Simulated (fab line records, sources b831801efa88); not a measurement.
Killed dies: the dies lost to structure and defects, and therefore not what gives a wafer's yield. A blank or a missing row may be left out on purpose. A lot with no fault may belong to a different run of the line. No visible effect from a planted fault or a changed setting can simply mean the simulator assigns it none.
What tool caused it? / flow gf180mcu / 14 lots, 42 wafers sampled, at 4 steps of a route of 602

== WHAT THE GAUGES READ, wafer by wafer ==
The record holds no reading of a measuring or inspecting step that can be judged against a usual standard deviation.

== TOOL THAT RAN EACH LOT (tool first, then ch and the chambers of the sampled wafers, then the start) ==
lot=L250; GF_STI_STRIP_15=plasma-asher-04 ch 0,1, day 2 23:10; GF_VT_IMPLANT_EXPOSE_26=iline-stepper-01 ch 0, day 7 16:58; GF_SAB_STRIP_13=plasma-asher-01 ch 0,1, day 16 12:17; GF_SALICIDE_RTA_06=rtp-anneal-01 ch 0, day 16 12:43
lot=L251; GF_STI_STRIP_15=plasma-asher-03 ch 0,1, day 3 04:37; GF_VT_IMPLANT_EXPOSE_26=iline-stepper-02 ch 0, day 7 22:27; GF_SAB_STRIP_13=plasma-asher-04 ch 0,1, day 16 22:09; GF_SALICIDE_RTA_06=rtp-anneal-02 ch 0, day 16 22:34
lot=L252; GF_STI_STRIP_15=plasma-asher-01 ch 1, day 3 09:34; GF_VT_IMPLANT_EXPOSE_26=iline-stepper-01 ch 0, day 8 11:16; GF_SAB_STRIP_13=plasma-asher-04 ch 0,1, day 17 21:26; GF_SALICIDE_RTA_06=rtp-anneal-02 ch 0, day 17 21:55
lot=L253; GF_STI_STRIP_15=plasma-asher-03 ch 0,1, day 3 14:26; GF_VT_IMPLANT_EXPOSE_26=iline-stepper-01 ch 0, day 8 12:06; GF_SAB_STRIP_13=plasma-asher-04 ch 0,1, day 17 16:56; GF_SALICIDE_RTA_06=rtp-anneal-01 ch 0, day 17 17:26
lot=L254; GF_STI_STRIP_15=plasma-asher-03 ch 0,1, day 3 18:58; GF_VT_IMPLANT_EXPOSE_26=iline-stepper-02 ch 0, day 8 18:27; GF_SAB_STRIP_13=plasma-asher-01 ch 0,1, day 18 01:36; GF_SALICIDE_RTA_06=rtp-anneal-02 ch 0, day 18 02:01
lot=L259; GF_STI_STRIP_15=plasma-asher-03 ch 0,1, day 4 22:23; GF_VT_IMPLANT_EXPOSE_26=iline-stepper-02, day 10 02:52; GF_SAB_STRIP_13=-; GF_SALICIDE_RTA_06=-
lot=L260; GF_STI_STRIP_15=plasma-asher-03 ch 0,1, day 5 03:34; GF_VT_IMPLANT_EXPOSE_26=iline-stepper-01, day 10 09:41; GF_SAB_STRIP_13=-; GF_SALICIDE_RTA_06=-
lot=L261; GF_STI_STRIP_15=plasma-asher-03 ch 0,1, day 5 08:07; GF_VT_IMPLANT_EXPOSE_26=iline-stepper-02 ch 0, day 10 15:11; GF_SAB_STRIP_13=plasma-asher-04 ch 0,1, day 20 13:42; GF_SALICIDE_RTA_06=rtp-anneal-01 ch 0, day 20 14:08
lot=L262; GF_STI_STRIP_15=plasma-asher-01 ch 0,1, day 5 12:25; GF_VT_IMPLANT_EXPOSE_26=iline-stepper-02 ch 0, day 10 18:31; GF_SAB_STRIP_13=plasma-asher-01 ch 0,1, day 20 19:46; GF_SALICIDE_RTA_06=rtp-anneal-02 ch 0, day 20 20:11
lot=L264; GF_STI_STRIP_15=plasma-asher-04 ch 0,1, day 5 22:14; GF_VT_IMPLANT_EXPOSE_26=iline-stepper-02 ch 0, day 11 07:44; GF_SAB_STRIP_13=plasma-asher-03 ch 0,1, day 21 12:09; GF_SALICIDE_RTA_06=rtp-anneal-01 ch 0, day 21 12:36
lot=L265; GF_STI_STRIP_15=plasma-asher-01 ch 0,1, day 6 03:35; GF_VT_IMPLANT_EXPOSE_26=iline-stepper-01 ch 0, day 11 14:28; GF_SAB_STRIP_13=plasma-asher-03 ch 1, day 21 23:26; GF_SALICIDE_RTA_06=rtp-anneal-02 ch 0, day 21 23:52
lot=L266; GF_STI_STRIP_15=plasma-asher-01 ch 0,1, day 6 10:03; GF_VT_IMPLANT_EXPOSE_26=iline-stepper-01 ch 0, day 11 20:31; GF_SAB_STRIP_13=plasma-asher-03 ch 0,1, day 22 08:50; GF_SALICIDE_RTA_06=rtp-anneal-02 ch 0, day 22 09:16
lot=L267; GF_STI_STRIP_15=plasma-asher-01 ch 0,1, day 6 15:58; GF_VT_IMPLANT_EXPOSE_26=iline-stepper-02 ch 0, day 12 04:55; GF_SAB_STRIP_13=plasma-asher-04 ch 0,1, day 22 17:10; GF_SALICIDE_RTA_06=rtp-anneal-01 ch 0, day 22 17:36
lot=L268; GF_STI_STRIP_15=plasma-asher-04 ch 0,1, day 6 20:16; GF_VT_IMPLANT_EXPOSE_26=iline-stepper-01 ch 0, day 12 10:32; GF_SAB_STRIP_13=plasma-asher-03 ch 0,1, day 23 04:17; GF_SALICIDE_RTA_06=rtp-anneal-01 ch 0, day 23 04:46
- GF_STI_STRIP_15: strips in O2/N2.
- GF_VT_IMPLANT_EXPOSE_26: exposes mask LVPWELL HV AREA, target cd 860 nm.
- GF_SAB_STRIP_13: strips in O2/N2.
- GF_SALICIDE_RTA_06: time 30 s.

== AS READ BY THE TOOLS THEMSELVES (means over the sampled wafers that have a number; for cases with no such wafer, the mark the record gives instead) ==
GF_STI_STRIP_15. Usual: drypump-motor-current-A 5.7 A, standard deviation 0.49; heater-power-w 312 W, standard deviation 18; oes-product-au 0.383 a.u., standard deviation 0.0047; platen-temp-c 250.03 C, standard deviation 0.16; strip-time-to-endpoint-s 3.71 s, standard deviation 0.042.
lot=L250; tool=plasma-asher-04; drypump-motor-current-A (A)=5.1; heater-power-w (W)=310; oes-product-au (a.u.)=0.383; platen-temp-c (C)=249.99; strip-time-to-endpoint-s (s)=3.71; flag=
lot=L251; tool=plasma-asher-03; drypump-motor-current-A (A)=6.0; heater-power-w (W)=315; oes-product-au (a.u.)=0.381; platen-temp-c (C)=250.10; strip-time-to-endpoint-s (s)=3.74; flag=
lot=L252; tool=plasma-asher-01; drypump-motor-current-A (A)=5.2; heater-power-w (W)=313; oes-product-au (a.u.)=0.386; platen-temp-c (C)=250.04; strip-time-to-endpoint-s (s)=3.78; flag=
lot=L253; tool=plasma-asher-03; drypump-motor-current-A (A)=6.0; heater-power-w (W)=306; oes-product-au (a.u.)=0.384; platen-temp-c (C)=249.87; strip-time-to-endpoint-s (s)=3.68; flag=
lot=L254; tool=plasma-asher-03; drypump-motor-current-A (A)=5.9; heater-power-w (W)=315; oes-product-au (a.u.)=0.385; platen-temp-c (C)=249.95; strip-time-to-endpoint-s (s)=3.68; flag=
lot=L259; tool=plasma-asher-03; drypump-motor-current-A (A)=6.0; heater-power-w (W)=310; oes-product-au (a.u.)=0.384; platen-temp-c (C)=249.95; strip-time-to-endpoint-s (s)=3.70; flag=
lot=L260; tool=plasma-asher-03; drypump-motor-current-A (A)=6.0; heater-power-w (W)=304; oes-product-au (a.u.)=0.385; platen-temp-c (C)=249.93; strip-time-to-endpoint-s (s)=3.71; flag=
lot=L261; tool=plasma-asher-03; drypump-motor-current-A (A)=6.0; heater-power-w (W)=306; oes-product-au (a.u.)=0.379; platen-temp-c (C)=250.02; strip-time-to-endpoint-s (s)=3.66; flag=
lot=L262; tool=plasma-asher-01; drypump-motor-current-A (A)=5.5; heater-power-w (W)=309; oes-product-au (a.u.)=0.379; platen-temp-c (C)=250.12; strip-time-to-endpoint-s (s)=3.68; flag=
lot=L264; tool=plasma-asher-04; drypump-motor-current-A (A)=5.5; heater-power-w (W)=289; oes-product-au (a.u.)=0.383; platen-temp-c (C)=249.97; strip-time-to-endpoint-s (s)=3.69; flag=
lot=L265; tool=plasma-asher-01; drypump-motor-current-A (A)=5.6; heater-power-w (W)=334; oes-product-au (a.u.)=0.382; platen-temp-c (C)=250.14; strip-time-to-endpoint-s (s)=3.71; flag=
lot=L266; tool=plasma-asher-01; drypump-motor-current-A (A)=5.6; heater-power-w (W)=331; oes-product-au (a.u.)=0.383; platen-temp-c (C)=250.03; strip-time-to-endpoint-s (s)=3.66; flag=
lot=L267; tool=plasma-asher-01; drypump-motor-current-A (A)=5.6; heater-power-w (W)=326; oes-product-au (a.u.)=0.384; platen-temp-c (C)=249.86; strip-time-to-endpoint-s (s)=3.68; flag=
lot=L268; tool=plasma-asher-04; drypump-motor-current-A (A)=5.1; heater-power-w (W)=310; oes-product-au (a.u.)=0.387; platen-temp-c (C)=250.08; strip-time-to-endpoint-s (s)=3.74; flag=

GF_VT_IMPLANT_EXPOSE_26. Usual: exposure-dose-mJ-cm2 140.00, standard deviation 0.14; focus-offset-nm 0.0 nm, standard deviation 0.55.
lot=L250; tool=iline-stepper-01; exposure-dose-mJ-cm2=139.99; focus-offset-nm (nm)=-0.6; flag=
lot=L251; tool=iline-stepper-02; exposure-dose-mJ-cm2=139.95; focus-offset-nm (nm)=0.3; flag=
lot=L252; tool=iline-stepper-01; exposure-dose-mJ-cm2=140.01; focus-offset-nm (nm)=0.2; flag=
lot=L253; tool=iline-stepper-01; exposure-dose-mJ-cm2=140.13; focus-offset-nm (nm)=-0.3; flag=
lot=L254; tool=iline-stepper-02; exposure-dose-mJ-cm2=139.93; focus-offset-nm (nm)=0.4; flag=
lot=L259; tool=iline-stepper-02; exposure-dose-mJ-cm2=-; focus-offset-nm (nm)=-; flag=OFF
lot=L260; tool=iline-stepper-01; exposure-dose-mJ-cm2=-; focus-offset-nm (nm)=-; flag=OFF
lot=L261; tool=iline-stepper-02; exposure-dose-mJ-cm2=139.98; focus-offset-nm (nm)=0.0; flag=
lot=L262; tool=iline-stepper-02; exposure-dose-mJ-cm2=140.02; focus-offset-nm (nm)=0.4; flag=
lot=L264; tool=iline-stepper-02; exposure-dose-mJ-cm2=139.98; focus-offset-nm (nm)=-0.4; flag=
lot=L265; tool=iline-stepper-01; exposure-dose-mJ-cm2=139.98; focus-offset-nm (nm)=-0.1; flag=
lot=L266; tool=iline-stepper-01; exposure-dose-mJ-cm2=140.14; focus-offset-nm (nm)=-0.1; flag=
lot=L267; tool=iline-stepper-02; exposure-dose-mJ-cm2=139.92; focus-offset-nm (nm)=0.0; flag=
lot=L268; tool=iline-stepper-01; exposure-dose-mJ-cm2=139.94; focus-offset-nm (nm)=0.0; flag=

GF_SAB_STRIP_13. Usual: drypump-motor-current-A 5.6 A, standard deviation 0.52; heater-power-w 310 W, standard deviation 23; oes-product-au 0.710 a.u., standard deviation 0.0042; platen-temp-c 249.99 C, standard deviation 0.16; strip-time-to-endpoint-s 12.56 s, standard deviation 0.033.
lot=L250; tool=plasma-asher-01; drypump-motor-current-A (A)=5.6; heater-power-w (W)=334; oes-product-au (a.u.)=0.713; platen-temp-c (C)=249.95; strip-time-to-endpoint-s (s)=12.53; flag=
lot=L251; tool=plasma-asher-04; drypump-motor-current-A (A)=5.5; heater-power-w (W)=297; oes-product-au (a.u.)=0.712; platen-temp-c (C)=250.14; strip-time-to-endpoint-s (s)=12.51; flag=
lot=L252; tool=plasma-asher-04; drypump-motor-current-A (A)=5.1; heater-power-w (W)=310; oes-product-au (a.u.)=0.712; platen-temp-c (C)=249.93; strip-time-to-endpoint-s (s)=12.54; flag=
lot=L253; tool=plasma-asher-04; drypump-motor-current-A (A)=5.1; heater-power-w (W)=307; oes-product-au (a.u.)=0.709; platen-temp-c (C)=250.03; strip-time-to-endpoint-s (s)=12.59; flag=
lot=L254; tool=plasma-asher-01; drypump-motor-current-A (A)=6.0; heater-power-w (W)=328; oes-product-au (a.u.)=0.707; platen-temp-c (C)=250.17; strip-time-to-endpoint-s (s)=12.58; flag=
lot=L261; tool=plasma-asher-04; drypump-motor-current-A (A)=5.5; heater-power-w (W)=292; oes-product-au (a.u.)=0.710; platen-temp-c (C)=249.92; strip-time-to-endpoint-s (s)=12.53; flag=
lot=L262; tool=plasma-asher-01; drypump-motor-current-A (A)=6.0; heater-power-w (W)=327; oes-product-au (a.u.)=0.711; platen-temp-c (C)=249.96; strip-time-to-endpoint-s (s)=12.57; flag=
lot=L264; tool=plasma-asher-03; drypump-motor-current-A (A)=6.0; heater-power-w (W)=307; oes-product-au (a.u.)=0.713; platen-temp-c (C)=250.01; strip-time-to-endpoint-s (s)=12.57; flag=
lot=L265; tool=plasma-asher-03; drypump-motor-current-A (A)=6.0; heater-power-w (W)=324; oes-product-au (a.u.)=0.713; platen-temp-c (C)=250.00; strip-time-to-endpoint-s (s)=12.51; flag=
lot=L266; tool=plasma-asher-03; drypump-motor-current-A (A)=6.0; heater-power-w (W)=306; oes-product-au (a.u.)=0.709; platen-temp-c (C)=249.95; strip-time-to-endpoint-s (s)=12.49; flag=
lot=L267; tool=plasma-asher-04; drypump-motor-current-A (A)=5.1; heater-power-w (W)=310; oes-product-au (a.u.)=0.708; platen-temp-c (C)=249.93; strip-time-to-endpoint-s (s)=12.58; flag=
lot=L268; tool=plasma-asher-03; drypump-motor-current-A (A)=6.0; heater-power-w (W)=311; oes-product-au (a.u.)=0.710; platen-temp-c (C)=250.10; strip-time-to-endpoint-s (s)=12.61; flag=

GF_SALICIDE_RTA_06. Usual: chamber-o2-ppm 2.006, standard deviation 0.021; lamp-power-pct 6.5 %, standard deviation 0.59; wafer_temp_C_max 533.4, standard deviation 1.2.
lot=L250; tool=rtp-anneal-01; chamber-o2-ppm=2.013; lamp-power-pct (%)=7.2; wafer_temp_C_max=534.7; flag=
lot=L251; tool=rtp-anneal-02; chamber-o2-ppm=1.983; lamp-power-pct (%)=6.0; wafer_temp_C_max=532.5; flag=
lot=L252; tool=rtp-anneal-02; chamber-o2-ppm=2.004; lamp-power-pct (%)=6.0; wafer_temp_C_max=532.5; flag=
lot=L253; tool=rtp-anneal-01; chamber-o2-ppm=1.998; lamp-power-pct (%)=7.2; wafer_temp_C_max=533.8; flag=
lot=L254; tool=rtp-anneal-02; chamber-o2-ppm=2.008; lamp-power-pct (%)=6.0; wafer_temp_C_max=532.1; flag=
lot=L261; tool=rtp-anneal-01; chamber-o2-ppm=2.015; lamp-power-pct (%)=7.1; wafer_temp_C_max=534.5; flag=
lot=L262; tool=rtp-anneal-02; chamber-o2-ppm=1.988; lamp-power-pct (%)=6.0; wafer_temp_C_max=532.5; flag=
lot=L264; tool=rtp-anneal-01; chamber-o2-ppm=2.031; lamp-power-pct (%)=7.2; wafer_temp_C_max=535.4; flag=
lot=L265; tool=rtp-anneal-02; chamber-o2-ppm=2.011; lamp-power-pct (%)=6.0; wafer_temp_C_max=532.6; flag=
lot=L266; tool=rtp-anneal-02; chamber-o2-ppm=1.978; lamp-power-pct (%)=6.0; wafer_temp_C_max=532.6; flag=
lot=L267; tool=rtp-anneal-01; chamber-o2-ppm=1.983; lamp-power-pct (%)=7.2; wafer_temp_C_max=534.9; flag=
lot=L268; tool=rtp-anneal-01; chamber-o2-ppm=2.000; lamp-power-pct (%)=7.2; wafer_temp_C_max=534.4; flag=

== THE ANSWER, worked out from the rows above alone ==
Rule: a lot is off if the mean of its wafers that have a number lies more than 3 standard deviations from the usual mean. Also off: a lot with no number at a reading for which 4 or more lots have one. All remaining lots with rows at the step are treated as sound. First the gauges in route order, then the tools' own readings, where a lot's mean is used as printed above. At the first step where some lot is off, the reading lying furthest off is the one used; lots without a number count as furthest.
Off, at GF_VT_IMPLANT_EXPOSE_26 on exposure-dose-mJ-cm2: L259, L260. Without a number there: L259, L260.
If a tool, at that step or one of the process steps before it, ran each lot that is off and ran no sound lot following the first of them, it fits. Of those tried, none fits.

== WHAT HAD BEEN PUT IN BY THE SIMULATOR ==
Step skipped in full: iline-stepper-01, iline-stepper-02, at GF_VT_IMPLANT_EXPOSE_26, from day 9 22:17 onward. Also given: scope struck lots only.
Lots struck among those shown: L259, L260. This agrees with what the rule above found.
